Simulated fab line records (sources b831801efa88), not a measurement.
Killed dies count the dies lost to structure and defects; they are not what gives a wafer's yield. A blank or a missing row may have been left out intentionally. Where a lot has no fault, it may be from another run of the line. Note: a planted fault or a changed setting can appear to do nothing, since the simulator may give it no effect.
A lot that was struck, set against a sound lot :: flow sky130 :: 14 steps out of a route of 708
Sound: the wafers L552.1, L552.4, L552.5. Struck: wafers L566.1, L566.3, L566.6. The cause is given at the end.
For every step that has rows: the tool of each side, followed by ch and its chambers, followed by its first start. Under that, the readings that differ: sound wafers :: struck wafers :: difference of the means :: sigmas: that difference in standard deviations of wafers without a fault.
alike: readings whose means differ by less than 2 such deviations, and words and numbers that are the same on both sides. not compared: withheld readings, readings that some wafer has no value for, bounds like >300 that may hide the same value, and numbers for which the record gives no deviation and whose values overlap.
The two part at a step that has a row with sigmas, a row that says differs or no value, or rows on one side only. Numbers that have no deviation but don't overlap get no sigmas and don't part them. Lack of a reading on every wafer of one side parts them only where that side has two or more wafers.

first, 1 step without rows for these wafers: SKY_CAPM_DEVELOP_11 (develop time 60 s).
SKY_CAPM_OVL_MEAS_12:
  struck on overlay-01, day 42 23:32; sound on overlay-01, day 37 13:20
  alike: CAPM_OVL
SKY_CAPM_METAL_ETCH_13: etches TiN in Cl2/BCl3, stops on SiO2, target depth 220 nm, time 62.9 s.
  sound on rie-metal-01 ch 0,1, day 37 13:22; struck on rie-metal-04 ch 0, day 42 23:34
reading: oes-product-au (a.u.)
sound: 0.931 0.948 0.938
struck: 0.955 0.957 0.949
difference: +0.015
sigmas: +2
  alike: drypump-motor-current-A, throttle-valve-pct
  not compared: rf-hours-counter-h
SKY_CAPM_STRIP_14: strips in O2/N2.
  sound on plasma-asher-03 ch 0,1, day 37 13:27; struck on plasma-asher-03 ch 0,1, day 42 23:39
  alike: drypump-motor-current-A, oes-product-au, strip-time-to-endpoint-s
  not compared: rf-hours-counter-h
then, 8 steps without rows for these wafers: SKY_CAPM_STRIP_15 (strips in post etch residue remover, time 1200 s); SKY_CAPM_CLEAN_16 (cleans in IPA, time 180 s); SKY_CAPM_CLEAN_17 (cleans in O3/DIW); SKY_METAL3_DEHYDRATE_05 (time 60 s); SKY_METAL3_HMDS_06 (prime time 60 s); SKY_METAL3_COAT_07 (resist thk 60 nm); SKY_METAL3_COAT_08 (resist thk 1140 nm); SKY_METAL3_SOFTBAKE_09 (time 90 s).
SKY_METAL3_EXPOSE_10: exposes mask MM3, target cd 300 nm.
  sound on krf-scanner-02 ch 0, day 38 02:29; struck on krf-scanner-02, day 43 11:57
  no value came back on the struck wafers for exposure-dose-mJ-cm2, focus-offset-nm (nm); on the sound wafers exposure-dose-mJ-cm2 reads 28.013 28.038 28.028
  alike: mask
after that, 1 step had no rows for these wafers: SKY_METAL3_PEB_11.

## WHERE THEY PART
At SKY_CAPM_METAL_ETCH_13 first; at SKY_METAL3_EXPOSE_10 last (within this record only).

WHY: whatever the simulator had introduced
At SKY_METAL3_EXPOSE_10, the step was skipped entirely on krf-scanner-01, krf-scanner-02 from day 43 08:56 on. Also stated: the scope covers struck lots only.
